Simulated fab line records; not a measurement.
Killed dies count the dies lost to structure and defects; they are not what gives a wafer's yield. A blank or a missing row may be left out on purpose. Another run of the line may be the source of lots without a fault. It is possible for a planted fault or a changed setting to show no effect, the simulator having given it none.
Which tool is to blame? || flow gf180mcu || 11 lots, 33 wafers sampled, at 5 steps of a route of 602

## WHAT THE GAUGES READ, wafer by wafer
The record lacks any reading of a measuring or inspecting step that a usual standard deviation could be used to judge.

## WHICH TOOL RAN EACH LOT (tool, then ch and the chambers of the sampled wafers, then the start)
{"lot": "L924", "GF_V3_ETCH_16": "rie-diel-02 ch 2,3, day 22 09:45", "GF_V3_SPUTTER_21": "pvd-sputter-01, day 22 10:25", "GF_M4_METAL_ETCH_16": "rie-metal-02 ch 1, day 23 10:34", "GF_V4_CMP_04": "cmp-01 ch 1,2, day 23 11:30", "GF_V4_ETCH_17": "rie-diel-03 ch 2,3, no start"}
{"lot": "L925", "GF_V3_ETCH_16": "rie-diel-01 ch 1,2, day 22 19:12", "GF_V3_SPUTTER_21": "pvd-sputter-03, day 22 19:52", "GF_M4_METAL_ETCH_16": "rie-metal-02 ch 0,1, day 23 19:20", "GF_V4_CMP_04": "cmp-02 ch 0,1, day 23 20:19", "GF_V4_ETCH_17": "rie-diel-03 ch 0,3, no start"}
{"lot": "L926", "GF_V3_ETCH_16": "rie-diel-02 ch 0,1, day 23 04:35", "GF_V3_SPUTTER_21": "pvd-sputter-03, day 23 05:16", "GF_M4_METAL_ETCH_16": "rie-metal-02 ch 0, day 24 04:43", "GF_V4_CMP_04": "cmp-01 ch 0,1,3, day 24 05:43", "GF_V4_ETCH_17": "rie-diel-01 ch 0,1,2, no start"}
{"lot": "L927", "GF_V3_ETCH_16": "rie-diel-01 ch 0,2,3, day 23 10:08", "GF_V3_SPUTTER_21": "pvd-sputter-01, day 23 10:49", "GF_M4_METAL_ETCH_16": "rie-metal-04 ch 0,1, day 24 09:28", "GF_V4_CMP_04": "cmp-02 ch 0,1,2, day 24 10:29", "GF_V4_ETCH_17": "rie-diel-03 ch 0,1,3, no start"}
{"lot": "L928", "GF_V3_ETCH_16": "rie-diel-01 ch 1,2,3, day 24 06:56", "GF_V3_SPUTTER_21": "pvd-sputter-03, day 24 07:36", "GF_M4_METAL_ETCH_16": "rie-metal-04 ch 0,1, day 25 06:37", "GF_V4_CMP_04": "cmp-02 ch 1,2,3, day 25 07:35", "GF_V4_ETCH_17": "rie-diel-02 ch 1,2,3, no start"}
{"lot": "L929", "GF_V3_ETCH_16": "rie-diel-04 ch 0,2,3, day 24 08:05", "GF_V3_SPUTTER_21": "pvd-sputter-01, day 24 08:46", "GF_M4_METAL_ETCH_16": "rie-metal-03 ch 0,1, day 25 06:58", "GF_V4_CMP_04": "cmp-02 ch 1,2,3, day 25 07:55", "GF_V4_ETCH_17": "rie-diel-01 ch 0,1,3, no start"}
{"lot": "L930", "GF_V3_ETCH_16": "rie-diel-02 ch 0,1, day 24 20:39", "GF_V3_SPUTTER_21": "pvd-sputter-03, day 24 21:22", "GF_M4_METAL_ETCH_16": "rie-metal-02 ch 0,1, day 25 19:48", "GF_V4_CMP_04": "cmp-02 ch 0,1,3, day 25 20:41", "GF_V4_ETCH_17": "rie-diel-03 ch 1,3, no start"}
{"lot": "L931", "GF_V3_ETCH_16": "rie-diel-01 ch 0,2, day 25 18:35", "GF_V3_SPUTTER_21": "pvd-sputter-03, day 25 19:16", "GF_M4_METAL_ETCH_16": "rie-metal-02 ch 0,1, day 26 17:02", "GF_V4_CMP_04": "cmp-01 ch 0,2,3, day 26 18:01", "GF_V4_ETCH_17": "rie-diel-02 ch 0,2, no start"}
{"lot": "L940", "GF_V3_ETCH_16": "rie-diel-01 ch 0,2,3, day 28 05:26", "GF_V3_SPUTTER_21": "pvd-sputter-03, day 28 06:08", "GF_M4_METAL_ETCH_16": "rie-metal-03 ch 0,1, day 29 02:11", "GF_V4_CMP_04": "cmp-01 ch 1,2,3, day 29 03:16", "GF_V4_ETCH_17": "rie-diel-02 ch 1,2,3, no start"}
{"lot": "L941", "GF_V3_ETCH_16": "rie-diel-02 ch 1,2, day 28 07:44", "GF_V3_SPUTTER_21": "pvd-sputter-01, day 28 08:25", "GF_M4_METAL_ETCH_16": "rie-metal-02 ch 0,1, day 29 05:11", "GF_V4_CMP_04": "cmp-02 ch 0,2,3, day 29 06:10", "GF_V4_ETCH_17": "rie-diel-01 ch 0,2, no start"}
{"lot": "L946", "GF_V3_ETCH_16": "rie-diel-01 ch 2,3, day 29 16:38", "GF_V3_SPUTTER_21": "pvd-sputter-04, day 29 17:19", "GF_M4_METAL_ETCH_16": "rie-metal-04 ch 0,1, day 30 12:59", "GF_V4_CMP_04": "cmp-02 ch 0,1, day 30 13:52", "GF_V4_ETCH_17": "rie-diel-03 ch 0,1,3, no start"}
- GF_V3_ETCH_16: etches BARC in N2/H2.
- GF_V3_SPUTTER_21: material Ti, target thk 15 nm, time 80.02 s.
- GF_M4_METAL_ETCH_16: etches the open film in Cl2/BCl3, stops on SiO2, target depth 750.8 nm, time 125.1 s.
- GF_V4_CMP_04: polishes SiO2.
- GF_V4_ETCH_17: etches SiO2 in C4F8/O2/Ar, stops on TiN, target depth 630 nm.

## WHAT THE TOOLS THEMSELVES READ (means of the sampled wafers that have a number; where no wafer has one, the mark that the record gives instead)
GF_V3_ETCH_16. Usual: drypump-motor-current-A 5.9 A, standard deviation 0.49; h2-flow-sccm 199.9 sccm, standard deviation 0.56; n2-flow-sccm 99.98 sccm, standard deviation 0.29; oes-product-au 0.855 a.u., standard deviation 0.0049; throttle-valve-pct 13.225 %, standard deviation 0.01.
{"lot": "L924", "tool": "rie-diel-02", "drypump-motor-current-A (A)": 5.6, "h2-flow-sccm (sccm)": 200.3, "n2-flow-sccm (sccm)": 99.61, "oes-product-au (a.u.)": 0.858, "throttle-valve-pct (%)": 13.222, "flag": ""}
{"lot": "L925", "tool": "rie-diel-01", "drypump-motor-current-A (A)": 6.0, "h2-flow-sccm (sccm)": 199.7, "n2-flow-sccm (sccm)": 99.98, "oes-product-au (a.u.)": 0.858, "throttle-valve-pct (%)": 13.224, "flag": ""}
{"lot": "L926", "tool": "rie-diel-02", "drypump-motor-current-A (A)": 5.8, "h2-flow-sccm (sccm)": 200.0, "n2-flow-sccm (sccm)": 99.79, "oes-product-au (a.u.)": 0.849, "throttle-valve-pct (%)": 13.225, "flag": ""}
{"lot": "L927", "tool": "rie-diel-01", "drypump-motor-current-A (A)": 6.0, "h2-flow-sccm (sccm)": 200.1, "n2-flow-sccm (sccm)": 100.06, "oes-product-au (a.u.)": 0.859, "throttle-valve-pct (%)": 13.228, "flag": ""}
{"lot": "L928", "tool": "rie-diel-01", "drypump-motor-current-A (A)": 6.0, "h2-flow-sccm (sccm)": 199.7, "n2-flow-sccm (sccm)": 100.00, "oes-product-au (a.u.)": 0.852, "throttle-valve-pct (%)": 13.224, "flag": ""}
{"lot": "L929", "tool": "rie-diel-04", "drypump-motor-current-A (A)": 5.9, "h2-flow-sccm (sccm)": 199.7, "n2-flow-sccm (sccm)": 100.23, "oes-product-au (a.u.)": 0.853, "throttle-valve-pct (%)": 13.220, "flag": ""}
{"lot": "L930", "tool": "rie-diel-02", "drypump-motor-current-A (A)": 5.8, "h2-flow-sccm (sccm)": 199.6, "n2-flow-sccm (sccm)": 99.98, "oes-product-au (a.u.)": 0.859, "throttle-valve-pct (%)": 13.238, "flag": ""}
{"lot": "L931", "tool": "rie-diel-01", "drypump-motor-current-A (A)": 5.9, "h2-flow-sccm (sccm)": 200.2, "n2-flow-sccm (sccm)": 99.79, "oes-product-au (a.u.)": 0.857, "throttle-valve-pct (%)": 13.226, "flag": ""}
{"lot": "L940", "tool": "rie-diel-01", "drypump-motor-current-A (A)": 6.0, "h2-flow-sccm (sccm)": 200.0, "n2-flow-sccm (sccm)": 100.05, "oes-product-au (a.u.)": 0.853, "throttle-valve-pct (%)": 13.232, "flag": ""}
{"lot": "L941", "tool": "rie-diel-02", "drypump-motor-current-A (A)": 5.5, "h2-flow-sccm (sccm)": 199.7, "n2-flow-sccm (sccm)": 99.99, "oes-product-au (a.u.)": 0.857, "throttle-valve-pct (%)": 13.221, "flag": ""}
{"lot": "L946", "tool": "rie-diel-01", "drypump-motor-current-A (A)": 6.1, "h2-flow-sccm (sccm)": 200.5, "n2-flow-sccm (sccm)": 100.27, "oes-product-au (a.u.)": 0.851, "throttle-valve-pct (%)": 13.220, "flag": ""}

GF_V3_SPUTTER_21. Usual: cathode-dc-power-W 2500.0 W, standard deviation 0.45; throttle-valve-pct 29.9 %, standard deviation 0.8.
{"lot": "L924", "tool": "pvd-sputter-01", "cathode-dc-power-W (W)": 2499.9, "throttle-valve-pct (%)": 29.9, "flag": ""}
{"lot": "L925", "tool": "pvd-sputter-03", "cathode-dc-power-W (W)": 2499.9, "throttle-valve-pct (%)": 30.6, "flag": ""}
{"lot": "L926", "tool": "pvd-sputter-03", "cathode-dc-power-W (W)": 2499.8, "throttle-valve-pct (%)": 29.1, "flag": ""}
{"lot": "L927", "tool": "pvd-sputter-01", "cathode-dc-power-W (W)": 2499.8, "throttle-valve-pct (%)": 29.1, "flag": ""}
{"lot": "L928", "tool": "pvd-sputter-03", "cathode-dc-power-W (W)": 2500.2, "throttle-valve-pct (%)": 29.1, "flag": ""}
{"lot": "L929", "tool": "pvd-sputter-01", "cathode-dc-power-W (W)": 2500.5, "throttle-valve-pct (%)": 29.5, "flag": ""}
{"lot": "L930", "tool": "pvd-sputter-03", "cathode-dc-power-W (W)": 2500.3, "throttle-valve-pct (%)": 30.4, "flag": ""}
{"lot": "L931", "tool": "pvd-sputter-03", "cathode-dc-power-W (W)": 2499.9, "throttle-valve-pct (%)": 30.3, "flag": ""}
{"lot": "L940", "tool": "pvd-sputter-03", "cathode-dc-power-W (W)": 2500.2, "throttle-valve-pct (%)": 30.5, "flag": ""}
{"lot": "L941", "tool": "pvd-sputter-01", "cathode-dc-power-W (W)": 2500.0, "throttle-valve-pct (%)": 30.7, "flag": ""}
{"lot": "L946", "tool": "pvd-sputter-04", "cathode-dc-power-W (W)": 2499.9, "throttle-valve-pct (%)": 29.5, "flag": ""}

GF_M4_METAL_ETCH_16. Usual: drypump-motor-current-A 5.91 A, standard deviation 0.23; mfc-cl2-sccm 79.97 sccm, standard deviation 0.27; oes-product-au 0.987 a.u., standard deviation 0.0064; throttle-valve-pct 28.232 %, standard deviation 0.01.
{"lot": "L924", "tool": "rie-metal-02", "drypump-motor-current-A (A)": 5.91, "mfc-cl2-sccm (sccm)": 79.88, "oes-product-au (a.u.)": 0.991, "throttle-valve-pct (%)": 28.230, "flag": ""}
{"lot": "L925", "tool": "rie-metal-02", "drypump-motor-current-A (A)": 5.93, "mfc-cl2-sccm (sccm)": 80.11, "oes-product-au (a.u.)": 0.987, "throttle-valve-pct (%)": 28.227, "flag": ""}
{"lot": "L926", "tool": "rie-metal-02", "drypump-motor-current-A (A)": 5.89, "mfc-cl2-sccm (sccm)": 80.02, "oes-product-au (a.u.)": 0.991, "throttle-valve-pct (%)": 28.221, "flag": ""}
{"lot": "L927", "tool": "rie-metal-04", "drypump-motor-current-A (A)": 5.93, "mfc-cl2-sccm (sccm)": 80.03, "oes-product-au (a.u.)": 0.986, "throttle-valve-pct (%)": 28.230, "flag": ""}
{"lot": "L928", "tool": "rie-metal-04", "drypump-motor-current-A (A)": 5.94, "mfc-cl2-sccm (sccm)": 79.97, "oes-product-au (a.u.)": 0.987, "throttle-valve-pct (%)": 28.235, "flag": ""}
{"lot": "L929", "tool": "rie-metal-03", "drypump-motor-current-A (A)": 5.70, "mfc-cl2-sccm (sccm)": 79.96, "oes-product-au (a.u.)": 0.991, "throttle-valve-pct (%)": 28.233, "flag": ""}
{"lot": "L930", "tool": "rie-metal-02", "drypump-motor-current-A (A)": 5.90, "mfc-cl2-sccm (sccm)": 80.13, "oes-product-au (a.u.)": 0.983, "throttle-valve-pct (%)": 28.241, "flag": ""}
{"lot": "L931", "tool": "rie-metal-02", "drypump-motor-current-A (A)": 5.89, "mfc-cl2-sccm (sccm)": 80.14, "oes-product-au (a.u.)": 0.988, "throttle-valve-pct (%)": 28.236, "flag": ""}
{"lot": "L940", "tool": "rie-metal-03", "drypump-motor-current-A (A)": 5.84, "mfc-cl2-sccm (sccm)": 79.88, "oes-product-au (a.u.)": 0.983, "throttle-valve-pct (%)": 28.230, "flag": ""}
{"lot": "L941", "tool": "rie-metal-02", "drypump-motor-current-A (A)": 5.91, "mfc-cl2-sccm (sccm)": 80.04, "oes-product-au (a.u.)": 0.991, "throttle-valve-pct (%)": 28.238, "flag": ""}
{"lot": "L946", "tool": "rie-metal-04", "drypump-motor-current-A (A)": 6.21, "mfc-cl2-sccm (sccm)": 80.20, "oes-product-au (a.u.)": 0.995, "throttle-valve-pct (%)": 28.222, "flag": ""}

GF_V4_CMP_04. Usual: motor-current-A 12.1 A, standard deviation 1; time-to-endpoint-s 80 s, standard deviation 6.1.
{"lot": "L924", "tool": "cmp-01", "motor-current-A (A)": 11.2, "time-to-endpoint-s (s)": 84, "flag": ""}
{"lot": "L925", "tool": "cmp-02", "motor-current-A (A)": 12.4, "time-to-endpoint-s (s)": 83, "flag": ""}
{"lot": "L926", "tool": "cmp-01", "motor-current-A (A)": 11.8, "time-to-endpoint-s (s)": 76, "flag": ""}
{"lot": "L927", "tool": "cmp-02", "motor-current-A (A)": 11.9, "time-to-endpoint-s (s)": 80, "flag": ""}
{"lot": "L928", "tool": "cmp-02", "motor-current-A (A)": 11.5, "time-to-endpoint-s (s)": 78, "flag": ""}
{"lot": "L929", "tool": "cmp-02", "motor-current-A (A)": 11.7, "time-to-endpoint-s (s)": 79, "flag": ""}
{"lot": "L930", "tool": "cmp-02", "motor-current-A (A)": 12.5, "time-to-endpoint-s (s)": 80, "flag": ""}
{"lot": "L931", "tool": "cmp-01", "motor-current-A (A)": 12.4, "time-to-endpoint-s (s)": 76, "flag": ""}
{"lot": "L940", "tool": "cmp-01", "motor-current-A (A)": 11.5, "time-to-endpoint-s (s)": 100, "flag": "OFF"}
{"lot": "L941", "tool": "cmp-02", "motor-current-A (A)": 12.6, "time-to-endpoint-s (s)": 84, "flag": ""}
{"lot": "L946", "tool": "cmp-02", "motor-current-A (A)": 12.3, "time-to-endpoint-s (s)": 82, "flag": ""}

GF_V4_ETCH_17. Usual: 0.856 a.u. for oes-product-au, sd 0.0049.
{"lot": "L924", "tool": "rie-diel-03", "oes-product-au (a.u.)": 0.857, "flag": ""}
{"lot": "L925", "tool": "rie-diel-03", "oes-product-au (a.u.)": 0.856, "flag": ""}
{"lot": "L926", "tool": "rie-diel-01", "oes-product-au (a.u.)": 0.855, "flag": ""}
{"lot": "L927", "tool": "rie-diel-03", "oes-product-au (a.u.)": 0.855, "flag": ""}
{"lot": "L928", "tool": "rie-diel-02", "oes-product-au (a.u.)": 0.860, "flag": ""}
{"lot": "L929", "tool": "rie-diel-01", "oes-product-au (a.u.)": 0.855, "flag": ""}
{"lot": "L930", "tool": "rie-diel-03", "oes-product-au (a.u.)": 0.857, "flag": ""}
{"lot": "L931", "tool": "rie-diel-02", "oes-product-au (a.u.)": 0.852, "flag": ""}
{"lot": "L940", "tool": "rie-diel-02", "oes-product-au (a.u.)": 0.823, "flag": "OFF"}
{"lot": "L941", "tool": "rie-diel-01", "oes-product-au (a.u.)": 0.854, "flag": ""}
{"lot": "L946", "tool": "rie-diel-03", "oes-product-au (a.u.)": 0.858, "flag": ""}

## THE ANSWER, worked out from the rows above alone
Rule: a lot is off if the mean of its wafers that have a number lies more than 3 standard deviations from the usual mean. A lot without any number at a reading at which 4 lots or more have one is off too. All remaining lots with rows at the step are treated as sound. First the gauges in route order, then the tools' own readings, where a lot's mean is used as printed above. The first step at which some lot is off is used, and at that step the reading that is off furthest; a lot without a number counts as furthest.
Off: L940, at GF_V4_CMP_04 (time-to-endpoint-s).
If a tool, at that step or one of the process steps before it, ran each lot that is off and ran no sound lot following the first of them, it fits. Can't be told from this: 3 tools fit, pvd-sputter-03 at GF_V3_SPUTTER_21, rie-metal-03 at GF_M4_METAL_ETCH_16, cmp-01 at GF_V4_CMP_04.

## WHAT THE SIMULATOR HAD PUT IN
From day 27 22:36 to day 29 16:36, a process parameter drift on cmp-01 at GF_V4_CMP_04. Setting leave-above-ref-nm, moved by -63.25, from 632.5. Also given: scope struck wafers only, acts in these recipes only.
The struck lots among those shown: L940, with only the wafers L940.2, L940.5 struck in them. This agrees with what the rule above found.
